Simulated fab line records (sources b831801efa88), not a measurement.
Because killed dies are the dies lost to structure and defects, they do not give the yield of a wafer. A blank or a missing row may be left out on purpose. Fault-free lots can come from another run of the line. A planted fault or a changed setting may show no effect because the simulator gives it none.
Struck lot and sound lot, side by side :: flow sky130 :: 14 steps out of a route of 708
Sound: these wafers, L194.1, L194.2, L194.5. The struck wafers were L184.1, L184.4, L184.6. Last of all comes the cause.
Per side, at each step with rows, come the tool, then ch with its chambers, and then its first start. Under that, the readings that differ: sound wafers :: struck wafers :: difference of the means :: sigmas: that difference in standard deviations of wafers without a fault.
alike: words and numbers the same on both sides, and readings whose means are apart by under 2 such deviations; not compared: readings that were withheld, readings missing a value for some wafer, numbers with overlapping values and no deviation given by the record, and bounds like >300 which may hide the same value.
Wherever a step has rows on one side only, a row that says differs or no value, or a row with sigmas, the two part there. Non-overlapping numbers with no deviation appear without sigmas and do not part them. A reading missing from all wafers of one side parts the sides only when that side holds two or more wafers.

SKY_POLY_GATE_ETCH_16: etches Si3N4 in CH3F/O2, stops on poly-Si, time 147.5 s, target depth 75 nm.
  sound on rie diel-04 ch 0,1,3, day 21 16:06; struck on rie diel-03 ch 0,3, day 18 07:29
  alike: O2_flow_sccm, drypump motor current A, oes product au, throttle valve pct
  not compared: rf hours counter h
SKY_POLY_GATE_ETCH_17: etches poly-Si in HBr/Cl2, stops on SiO2, target depth 180 nm, time 70.5 s.
  sound on rie si-01 ch 1,3, day 21 16:12; struck on rie si-01 ch 0,1, day 18 07:35
  alike: drypump motor current A, oes product au, throttle valve pct
  not compared: rf hours counter h
SKY_POLY_GATE_STRIP_18: strips in O2/N2.
  sound on plasma asher-02 ch 0,1, day 21 16:15; struck on plasma asher-04 ch 0,1, day 18 07:38
  alike: drypump motor current A, oes product au, strip time to endpoint s
  not compared: rf hours counter h
then, 2 steps without rows for these wafers: SKY_POLY_GATE_CLEAN_19 (cleans in SC1/SC2, time 150 s); SKY_POLY_GATE_OXIDATION_20 (stabilise 600 s, purge 300 s, target thk 4 nm).
SKY_POLY_GATE_THK_MEAS_21:
  struck on film metro-02, day 18 09:17; sound on film metro-02, day 21 17:40
  alike: POLY_GATE_OXIDATION_THK
SKY_POLY_GATE_CD_MEAS_22:
  struck on cd sem-02, day 18 09:21; sound on cd sem-02, day 21 17:43
  alike: cd nm
then, 5 steps without rows for these wafers: SKY_LDD_N_DEHYDRATE_00 (time 60 s); SKY_LDD_N_HMDS_01 (prime time 60 s); SKY_LDD_N_COAT_02 (resist thk 300 nm); SKY_LDD_N_SOFTBAKE_03 (time 60 s); SKY_LDD_N_EXPOSE_04 (exposes mask NTM, target cd 840 nm).
SKY_LDD_N_PEB_05:
  struck on litho track-03, day 19 14:17; sound on litho track-03 ch 0, day 22 23:05
reading: exhaust pa (Pa)
sound: 43.2 43.1 41.5
struck: - - -
difference: no value on the struck wafers
sigmas: 
  not compared: chill plate temp C
then, 1 step without rows for these wafers: SKY_LDD_N_DEVELOP_06 (develop time 60 s).

== WHERE THEY PART ==
At SKY_LDD_N_PEB_05 and nowhere else, as far as this record goes.

WHY: the cause the simulator had injected
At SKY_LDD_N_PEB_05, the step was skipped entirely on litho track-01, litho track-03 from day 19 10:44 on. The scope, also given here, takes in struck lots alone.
